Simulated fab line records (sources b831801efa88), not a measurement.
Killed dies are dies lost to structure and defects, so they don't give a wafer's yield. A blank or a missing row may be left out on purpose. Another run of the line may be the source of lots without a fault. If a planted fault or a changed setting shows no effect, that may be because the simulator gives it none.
Which tool is to blame? || flow gf180mcu || 14 lots, 42 wafers sampled, at 6 steps of a route of 602

== WHAT THE GAUGES SHOWED, per wafer ==
GF_PSD_TW_MEAS_11.
{"lot": "L596", "measured": "day 14 03:53", "on": "film_metro-04", "PSD_TW": "3229 3248 3236"}
{"lot": "L600", "measured": "day 15 09:25", "on": "film_metro-02", "PSD_TW": "3182 3169 3155"}
{"lot": "L603", "measured": "day 16 15:58", "on": "film_metro-01", "PSD_TW": "2955 2949 2956 2958 2947 2956"}
{"lot": "L604", "measured": "day 17 02:34", "on": "film_metro-01", "PSD_TW": "2935 2945 2934 2940 2948 2940"}
{"lot": "L605", "measured": "day 17 08:08", "on": "film_metro-02", "PSD_TW": "3181 3185 3176"}
{"lot": "L607", "measured": "day 18 02:43", "on": "film_metro-01", "PSD_TW": "3147 3124 3136"}
{"lot": "L609", "measured": "day 19 04:41", "on": "film_metro-02", "PSD_TW": "3184 3171 3173"}
{"lot": "L610", "measured": "day 19 16:40", "on": "film_metro-01", "PSD_TW": "3142 3135 3137"}
{"lot": "L611", "measured": "day 19 22:07", "on": "film_metro-01", "PSD_TW": "3136 3139 3129"}
{"lot": "L612", "measured": "day 20 02:13", "on": "film_metro-01", "PSD_TW": "3112 3137 3115"}
{"lot": "L614", "measured": "day 20 20:58", "on": "film_metro-01", "PSD_TW": "3125 3137 3119"}
{"lot": "L616", "measured": "day 21 09:58", "on": "film_metro-01", "PSD_TW": "3117 3126 3134"}
{"lot": "L617", "measured": "day 21 14:28", "on": "film_metro-01", "PSD_TW": "3121 3127 3111"}
{"lot": "L619", "measured": "day 22 04:49", "on": "film_metro-04", "PSD_TW": "3176 3184 3197"}

GF_PSD_RS_MEAS_15: measures by four-point-probe.
{"lot": "L596", "measured": "day 14 04:13", "on": "film_metro-01", "PSD_RS (ohm/sq)": "107.96 108.26 108.50"}
{"lot": "L600", "measured": "day 15 09:44", "on": "film_metro-04", "PSD_RS (ohm/sq)": "108.51 108.55 108.80"}
{"lot": "L603", "measured": "day 16 21:38", "on": "film_metro-02", "PSD_RS (ohm/sq)": "121.02 121.44 121.10 121.05 120.99 121.30"}
{"lot": "L604", "measured": "day 17 08:56", "on": "film_metro-01", "PSD_RS (ohm/sq)": "122.23 121.74 121.65 122.20 121.58 121.79"}
{"lot": "L605", "measured": "day 17 08:28", "on": "film_metro-04", "PSD_RS (ohm/sq)": "107.92 108.13 108.30"}
{"lot": "L607", "measured": "day 18 03:02", "on": "film_metro-04", "PSD_RS (ohm/sq)": "108.23 108.67 108.07"}
{"lot": "L609", "measured": "day 19 05:00", "on": "film_metro-02", "PSD_RS (ohm/sq)": "108.26 108.15 108.44"}
{"lot": "L610", "measured": "day 19 16:59", "on": "film_metro-02", "PSD_RS (ohm/sq)": "108.51 108.78 109.11"}
{"lot": "L611", "measured": "day 19 22:26", "on": "film_metro-02", "PSD_RS (ohm/sq)": "108.19 108.68 108.76"}
{"lot": "L612", "measured": "day 20 02:32", "on": "film_metro-04", "PSD_RS (ohm/sq)": "108.11 108.07 108.08"}
{"lot": "L614", "measured": "day 20 21:17", "on": "film_metro-02", "PSD_RS (ohm/sq)": "108.29 108.52 108.13"}
{"lot": "L616", "measured": "day 21 10:17", "on": "film_metro-02", "PSD_RS (ohm/sq)": "108.37 108.31 108.28"}
{"lot": "L617", "measured": "day 21 14:47", "on": "film_metro-04", "PSD_RS (ohm/sq)": "108.29 108.25 108.33"}
{"lot": "L619", "measured": "day 22 05:07", "on": "film_metro-02", "PSD_RS (ohm/sq)": "108.10 108.28 107.93"}

== TOOL THAT RAN EACH LOT (tool first, then ch and the chambers of the sampled wafers, then the start) ==
{"lot": "L596", "GF_HV_LDD_STRIP_37": "plasma_asher-04 ch 0,1, day 11 11:40", "GF_HV_LDD_RTA_52": "rtp_anneal-01 ch 0, day 12 07:44", "GF_PSD_IMPLANT_09": "implanter-04 ch 0, day 14 03:39", "GF_PSD_STRIP_10": "plasma_asher-02 ch 0,1, day 14 03:46"}
{"lot": "L600", "GF_HV_LDD_STRIP_37": "plasma_asher-03 ch 0,1, day 12 14:34", "GF_HV_LDD_RTA_52": "rtp_anneal-02 ch 0, day 13 10:53", "GF_PSD_IMPLANT_09": "implanter-04 ch 0, day 15 09:11", "GF_PSD_STRIP_10": "plasma_asher-04 ch 0, day 15 09:19"}
{"lot": "L603", "GF_HV_LDD_STRIP_37": "plasma_asher-04 ch 0,1, day 13 18:17", "GF_HV_LDD_RTA_52": "rtp_anneal-02 ch 0, day 14 15:47", "GF_PSD_IMPLANT_09": "implanter-04 ch 0, day 16 15:43", "GF_PSD_STRIP_10": "plasma_asher-02 ch 0,1, day 16 15:52"}
{"lot": "L604", "GF_HV_LDD_STRIP_37": "plasma_asher-02 ch 0, day 14 04:34", "GF_HV_LDD_RTA_52": "rtp_anneal-01 ch 0, day 15 02:19", "GF_PSD_IMPLANT_09": "implanter-04 ch 0, day 17 02:19", "GF_PSD_STRIP_10": "plasma_asher-01 ch 0,1, day 17 02:28"}
{"lot": "L605", "GF_HV_LDD_STRIP_37": "plasma_asher-04 ch 0,1, day 14 10:40", "GF_HV_LDD_RTA_52": "rtp_anneal-01 ch 0, day 15 08:44", "GF_PSD_IMPLANT_09": "implanter-02 ch 0, day 17 07:54", "GF_PSD_STRIP_10": "plasma_asher-01 ch 0,1, day 17 08:01"}
{"lot": "L607", "GF_HV_LDD_STRIP_37": "plasma_asher-03 ch 1, day 15 04:05", "GF_HV_LDD_RTA_52": "rtp_anneal-02 ch 0, day 16 02:26", "GF_PSD_IMPLANT_09": "implanter-01 ch 0, day 18 02:29", "GF_PSD_STRIP_10": "plasma_asher-04 ch 0,1, day 18 02:36"}
{"lot": "L609", "GF_HV_LDD_STRIP_37": "plasma_asher-02 ch 0,1, day 16 04:31", "GF_HV_LDD_RTA_52": "rtp_anneal-01 ch 0, day 17 02:31", "GF_PSD_IMPLANT_09": "implanter-01 ch 0, day 19 04:27", "GF_PSD_STRIP_10": "plasma_asher-04 ch 0,1, day 19 04:34"}
{"lot": "L610", "GF_HV_LDD_STRIP_37": "plasma_asher-04 ch 0,1, day 16 14:44", "GF_HV_LDD_RTA_52": "rtp_anneal-02 ch 0, day 17 13:37", "GF_PSD_IMPLANT_09": "implanter-01 ch 0, day 19 16:26", "GF_PSD_STRIP_10": "plasma_asher-04 ch 0, day 19 16:33"}
{"lot": "L611", "GF_HV_LDD_STRIP_37": "plasma_asher-02 ch 1, day 16 19:18", "GF_HV_LDD_RTA_52": "rtp_anneal-01 ch 0, day 17 18:52", "GF_PSD_IMPLANT_09": "implanter-04 ch 0, day 19 21:52", "GF_PSD_STRIP_10": "plasma_asher-02 ch 0,1, day 19 22:01"}
{"lot": "L612", "GF_HV_LDD_STRIP_37": "plasma_asher-04 ch 0,1, day 17 00:18", "GF_HV_LDD_RTA_52": "rtp_anneal-02 ch 0, day 17 23:25", "GF_PSD_IMPLANT_09": "implanter-02 ch 0, day 20 01:58", "GF_PSD_STRIP_10": "plasma_asher-01 ch 0,1, day 20 02:07"}
{"lot": "L614", "GF_HV_LDD_STRIP_37": "plasma_asher-02 ch 0,1, day 17 16:37", "GF_HV_LDD_RTA_52": "rtp_anneal-02 ch 0, day 18 16:53", "GF_PSD_IMPLANT_09": "implanter-02 ch 0, day 20 20:44", "GF_PSD_STRIP_10": "plasma_asher-02 ch 0,1, day 20 20:51"}
{"lot": "L616", "GF_HV_LDD_STRIP_37": "plasma_asher-04 ch 0,1, day 18 06:36", "GF_HV_LDD_RTA_52": "rtp_anneal-01 ch 0, day 19 06:45", "GF_PSD_IMPLANT_09": "implanter-04 ch 0, day 21 09:44", "GF_PSD_STRIP_10": "plasma_asher-04 ch 0,1, day 21 09:51"}
{"lot": "L617", "GF_HV_LDD_STRIP_37": "plasma_asher-02 ch 0,1, day 18 10:15", "GF_HV_LDD_RTA_52": "rtp_anneal-02 ch 0, day 19 11:01", "GF_PSD_IMPLANT_09": "implanter-02 ch 0, day 21 14:14", "GF_PSD_STRIP_10": "plasma_asher-02 ch 0,1, day 21 14:21"}
{"lot": "L619", "GF_HV_LDD_STRIP_37": "plasma_asher-04 ch 0,1, day 19 00:54", "GF_HV_LDD_RTA_52": "rtp_anneal-01 ch 0, day 20 01:25", "GF_PSD_IMPLANT_09": "implanter-01 ch 0, day 22 04:34", "GF_PSD_STRIP_10": "plasma_asher-02 ch 0,1, day 22 04:43"}
- GF_HV_LDD_STRIP_37: strips in O2/N2.
- GF_HV_LDD_RTA_52: time 10 s.
- GF_PSD_IMPLANT_09
- GF_PSD_STRIP_10: strips in O2/N2.

== AS READ BY THE TOOLS THEMSELVES (means over the sampled wafers that have a number; for cases with no such wafer, the mark the record gives instead) ==
GF_HV_LDD_STRIP_37.
{"lot": "L596", "tool": "plasma_asher-04", "drypump_motor_current_A (A)": 6.3, "heater_power_w (W)": 305, "oes_product_au (a.u.)": 0.716, "strip_time_to_endpoint_s (s)": 12.63}
{"lot": "L600", "tool": "plasma_asher-03", "drypump_motor_current_A (A)": 5.7, "heater_power_w (W)": 340, "oes_product_au (a.u.)": 0.716, "strip_time_to_endpoint_s (s)": 12.64}
{"lot": "L603", "tool": "plasma_asher-04", "drypump_motor_current_A (A)": 6.3, "heater_power_w (W)": 299, "oes_product_au (a.u.)": 0.715, "strip_time_to_endpoint_s (s)": 12.60}
{"lot": "L604", "tool": "plasma_asher-02", "drypump_motor_current_A (A)": 5.9, "heater_power_w (W)": 292, "oes_product_au (a.u.)": 0.718, "strip_time_to_endpoint_s (s)": 12.53}
{"lot": "L605", "tool": "plasma_asher-04", "drypump_motor_current_A (A)": 5.9, "heater_power_w (W)": 302, "oes_product_au (a.u.)": 0.717, "strip_time_to_endpoint_s (s)": 12.59}
{"lot": "L607", "tool": "plasma_asher-03", "drypump_motor_current_A (A)": 6.0, "heater_power_w (W)": 332, "oes_product_au (a.u.)": 0.715, "strip_time_to_endpoint_s (s)": 12.61}
{"lot": "L609", "tool": "plasma_asher-02", "drypump_motor_current_A (A)": 5.8, "heater_power_w (W)": 288, "oes_product_au (a.u.)": 0.723, "strip_time_to_endpoint_s (s)": 12.57}
{"lot": "L610", "tool": "plasma_asher-04", "drypump_motor_current_A (A)": 6.3, "heater_power_w (W)": 308, "oes_product_au (a.u.)": 0.715, "strip_time_to_endpoint_s (s)": 12.66}
{"lot": "L611", "tool": "plasma_asher-02", "drypump_motor_current_A (A)": 5.7, "heater_power_w (W)": 280, "oes_product_au (a.u.)": 0.717, "strip_time_to_endpoint_s (s)": 12.62}
{"lot": "L612", "tool": "plasma_asher-04", "drypump_motor_current_A (A)": 6.3, "heater_power_w (W)": 304, "oes_product_au (a.u.)": 0.722, "strip_time_to_endpoint_s (s)": 12.56}
{"lot": "L614", "tool": "plasma_asher-02", "drypump_motor_current_A (A)": 5.8, "heater_power_w (W)": 291, "oes_product_au (a.u.)": 0.715, "strip_time_to_endpoint_s (s)": 12.62}
{"lot": "L616", "tool": "plasma_asher-04", "drypump_motor_current_A (A)": 6.3, "heater_power_w (W)": 308, "oes_product_au (a.u.)": 0.711, "strip_time_to_endpoint_s (s)": 12.59}
{"lot": "L617", "tool": "plasma_asher-02", "drypump_motor_current_A (A)": 5.8, "heater_power_w (W)": 290, "oes_product_au (a.u.)": 0.720, "strip_time_to_endpoint_s (s)": 12.63}
{"lot": "L619", "tool": "plasma_asher-04", "drypump_motor_current_A (A)": 5.9, "heater_power_w (W)": 304, "oes_product_au (a.u.)": 0.719, "strip_time_to_endpoint_s (s)": 12.66}

GF_HV_LDD_RTA_52.
{"lot": "L596", "tool": "rtp_anneal-01", "anneal_temp_c_max": 1002.8, "lamp_power_pct (%)": 30.5, "wafer_temp_C_max": 1007.0}
{"lot": "L600", "tool": "rtp_anneal-02", "anneal_temp_c_max": 1004.8, "lamp_power_pct (%)": 35.7, "wafer_temp_C_max": 1006.6}
{"lot": "L603", "tool": "rtp_anneal-02", "anneal_temp_c_max": 1004.8, "lamp_power_pct (%)": 35.6, "wafer_temp_C_max": 1005.2}
{"lot": "L604", "tool": "rtp_anneal-01", "anneal_temp_c_max": 1002.7, "lamp_power_pct (%)": 30.5, "wafer_temp_C_max": 1006.6}
{"lot": "L605", "tool": "rtp_anneal-01", "anneal_temp_c_max": 1003.4, "lamp_power_pct (%)": 30.5, "wafer_temp_C_max": 1007.2}
{"lot": "L607", "tool": "rtp_anneal-02", "anneal_temp_c_max": 1004.8, "lamp_power_pct (%)": 35.6, "wafer_temp_C_max": 1007.0}
{"lot": "L609", "tool": "rtp_anneal-01", "anneal_temp_c_max": 1003.0, "lamp_power_pct (%)": 30.5, "wafer_temp_C_max": 1008.4}
{"lot": "L610", "tool": "rtp_anneal-02", "anneal_temp_c_max": 1005.7, "lamp_power_pct (%)": 35.6, "wafer_temp_C_max": 1004.7}
{"lot": "L611", "tool": "rtp_anneal-01", "anneal_temp_c_max": 1002.5, "lamp_power_pct (%)": 30.5, "wafer_temp_C_max": 1005.3}
{"lot": "L612", "tool": "rtp_anneal-02", "anneal_temp_c_max": 1005.9, "lamp_power_pct (%)": 35.7, "wafer_temp_C_max": 1005.7}
{"lot": "L614", "tool": "rtp_anneal-02", "anneal_temp_c_max": 1004.0, "lamp_power_pct (%)": 35.6, "wafer_temp_C_max": 1004.7}
{"lot": "L616", "tool": "rtp_anneal-01", "anneal_temp_c_max": 1003.5, "lamp_power_pct (%)": 30.5, "wafer_temp_C_max": 1006.1}
{"lot": "L617", "tool": "rtp_anneal-02", "anneal_temp_c_max": 1005.3, "lamp_power_pct (%)": 35.6, "wafer_temp_C_max": 1005.2}
{"lot": "L619", "tool": "rtp_anneal-01", "anneal_temp_c_max": 1001.9, "lamp_power_pct (%)": 30.5, "wafer_temp_C_max": 1006.7}

GF_PSD_IMPLANT_09.
{"lot": "L596", "tool": "implanter-04", "beam_energy_keV": 39.993}
{"lot": "L600", "tool": "implanter-04", "beam_energy_keV": 39.974}
{"lot": "L603", "tool": "implanter-04", "beam_energy_keV": 31.504}
{"lot": "L604", "tool": "implanter-04", "beam_energy_keV": 31.500}
{"lot": "L605", "tool": "implanter-02", "beam_energy_keV": 39.998}
{"lot": "L607", "tool": "implanter-01", "beam_energy_keV": 39.990}
{"lot": "L609", "tool": "implanter-01", "beam_energy_keV": 39.984}
{"lot": "L610", "tool": "implanter-01", "beam_energy_keV": 40.002}
{"lot": "L611", "tool": "implanter-04", "beam_energy_keV": 40.002}
{"lot": "L612", "tool": "implanter-02", "beam_energy_keV": 39.996}
{"lot": "L614", "tool": "implanter-02", "beam_energy_keV": 40.002}
{"lot": "L616", "tool": "implanter-04", "beam_energy_keV": 39.987}
{"lot": "L617", "tool": "implanter-02", "beam_energy_keV": 40.011}
{"lot": "L619", "tool": "implanter-01", "beam_energy_keV": 40.013}

GF_PSD_STRIP_10.
{"lot": "L596", "tool": "plasma_asher-02", "drypump_motor_current_A (A)": 5.8, "heater_power_w (W)": 285, "oes_product_au (a.u.)": 0.594, "strip_time_to_endpoint_s (s)": 16.57}
{"lot": "L600", "tool": "plasma_asher-04", "drypump_motor_current_A (A)": 6.7, "heater_power_w (W)": 312, "oes_product_au (a.u.)": 0.592, "strip_time_to_endpoint_s (s)": 16.51}
{"lot": "L603", "tool": "plasma_asher-02", "drypump_motor_current_A (A)": 5.8, "heater_power_w (W)": 288, "oes_product_au (a.u.)": 0.609, "strip_time_to_endpoint_s (s)": 15.74}
{"lot": "L604", "tool": "plasma_asher-01", "drypump_motor_current_A (A)": 5.4, "heater_power_w (W)": 343, "oes_product_au (a.u.)": 0.614, "strip_time_to_endpoint_s (s)": 15.74}
{"lot": "L605", "tool": "plasma_asher-01", "drypump_motor_current_A (A)": 5.6, "heater_power_w (W)": 339, "oes_product_au (a.u.)": 0.593, "strip_time_to_endpoint_s (s)": 16.54}
{"lot": "L607", "tool": "plasma_asher-04", "drypump_motor_current_A (A)": 5.9, "heater_power_w (W)": 299, "oes_product_au (a.u.)": 0.589, "strip_time_to_endpoint_s (s)": 16.58}
{"lot": "L609", "tool": "plasma_asher-04", "drypump_motor_current_A (A)": 6.3, "heater_power_w (W)": 302, "oes_product_au (a.u.)": 0.590, "strip_time_to_endpoint_s (s)": 16.51}
{"lot": "L610", "tool": "plasma_asher-04", "drypump_motor_current_A (A)": 6.7, "heater_power_w (W)": 308, "oes_product_au (a.u.)": 0.594, "strip_time_to_endpoint_s (s)": 16.55}
{"lot": "L611", "tool": "plasma_asher-02", "drypump_motor_current_A (A)": 5.8, "heater_power_w (W)": 286, "oes_product_au (a.u.)": 0.595, "strip_time_to_endpoint_s (s)": 16.54}
{"lot": "L612", "tool": "plasma_asher-01", "drypump_motor_current_A (A)": 5.4, "heater_power_w (W)": 342, "oes_product_au (a.u.)": 0.590, "strip_time_to_endpoint_s (s)": 16.49}
{"lot": "L614", "tool": "plasma_asher-02", "drypump_motor_current_A (A)": 5.7, "heater_power_w (W)": 289, "oes_product_au (a.u.)": 0.593, "strip_time_to_endpoint_s (s)": 16.57}
{"lot": "L616", "tool": "plasma_asher-04", "drypump_motor_current_A (A)": 5.9, "heater_power_w (W)": 303, "oes_product_au (a.u.)": 0.590, "strip_time_to_endpoint_s (s)": 16.55}
{"lot": "L617", "tool": "plasma_asher-02", "drypump_motor_current_A (A)": 5.8, "heater_power_w (W)": 286, "oes_product_au (a.u.)": 0.597, "strip_time_to_endpoint_s (s)": 16.53}
{"lot": "L619", "tool": "plasma_asher-02", "drypump_motor_current_A (A)": 5.7, "heater_power_w (W)": 289, "oes_product_au (a.u.)": 0.590, "strip_time_to_endpoint_s (s)": 16.52}

== THE ANSWER, worked out from the rows above alone ==
Rule: the usual values come from the lots themselves. Put in order of their means at a reading, lots are off if they are a third of the lots or fewer, leave a main group of 4 or more, and stand apart from it by a gap of 3 or more times the standard deviation of the main group's means; of several such gaps the widest counts. A main group whose means are all the same, to the digits that the tables above print for the reading, isn't used. Also off: a lot with no number at a reading for which 4 or more lots have one. All remaining lots with rows at the step are treated as sound. Order of review: gauges by route order, followed by the tools' own readings, for which a lot's mean as printed above is used. The first step at which some lot is off is used, and at that step the reading that is off furthest; a lot without a number counts as furthest.
Off: at GF_PSD_TW_MEAS_11 (PSD_TW), L603, L604. The main group has a mean of 3154 with a standard deviation of 34.
If a tool, at a process step before that reading, ran all the lots that are off and no sound lot after the first of them, it fits. The gauges at GF_PSD_TW_MEAS_11 aren't tried: what is off there is off at GF_PSD_IMPLANT_09 too, on other tools, and a gauge's error can't cause that. None of those tried fits.

== WHAT THE SIMULATOR HAD PUT IN ==
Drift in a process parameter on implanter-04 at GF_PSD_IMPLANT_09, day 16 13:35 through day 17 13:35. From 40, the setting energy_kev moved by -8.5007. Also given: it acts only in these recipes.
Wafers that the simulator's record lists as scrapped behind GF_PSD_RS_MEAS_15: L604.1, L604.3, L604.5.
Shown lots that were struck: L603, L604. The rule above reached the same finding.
